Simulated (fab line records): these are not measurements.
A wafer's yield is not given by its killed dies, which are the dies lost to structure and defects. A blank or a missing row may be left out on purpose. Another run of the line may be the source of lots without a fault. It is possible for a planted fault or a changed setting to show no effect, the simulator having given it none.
Chamber matching :: flow sky130 :: SKY_VIA2_CMP_02 on cmp-01 has 4 sister chambers
The step polishes SiO2. 4 wafers are shown with their chamber, then 9 later ones without.

== WAFERS PAIRED WITH THEIR CHAMBERS ==
wafer: L080.2
chamber: 1
motor-current-A (A): 13.4

wafer: L093.1
chamber: 2
motor-current-A (A): 12.7

wafer: L093.2
chamber: 0
motor-current-A (A): 10.1

wafer: L093.6
chamber: 3
motor-current-A (A): 10.9

== WAFERS WITHOUT THEIR CHAMBER ==
wafer: L094.1
motor-current-A (A): 12.7

wafer: L094.5
motor-current-A (A): 10.2

wafer: L094.6
motor-current-A (A): 13.5

wafer: L095.4
motor-current-A (A): 14.0

wafer: L095.5
motor-current-A (A): 9.8

wafer: L095.6
motor-current-A (A): 12.8

wafer: L096.1
motor-current-A (A): 12.6

wafer: L096.2
motor-current-A (A): 10.2

wafer: L096.4
motor-current-A (A): 14.3

== EACH ONE'S CHAMBER ==
wafer: L094.1
from the rows above: can't be placed: 2 or 1
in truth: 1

wafer: L094.5
from the rows above: can't be placed: 0 or 3
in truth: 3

wafer: L094.6
from the rows above: can't be placed: 1 or 2
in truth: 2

wafer: L095.4
from the rows above: can't be placed: 1 or 2
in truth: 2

wafer: L095.5
from the rows above: 0
in truth: 0

wafer: L095.6
from the rows above: can't be placed: 2 or 1
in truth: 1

wafer: L096.1
from the rows above: can't be placed: 2 or 1
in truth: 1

wafer: L096.2
from the rows above: can't be placed: 0 or 3
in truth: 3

wafer: L096.4
from the rows above: can't be placed: 1 or 2
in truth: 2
Correct placement for 1 of the 9. From these rows, 8 cannot be placed; in 8 the true chamber is one of the candidates. Wrongly placed: 0.
How it was worked out, from the rows above alone: a wafer's distance from a chamber is the root of the sum, over the readings, of the square of ((its reading less the chamber's mean) divided by the reading's scatter). If the next closest chamber is less than 2 further off than the closest, the wafer can't be placed; otherwise it belongs to the closest. A chamber's mean is the mean of its shown wafers. The scatter: with one shown wafer a chamber, the root of the mean of the squares of how far each hidden wafer lies from its nearest shown one.
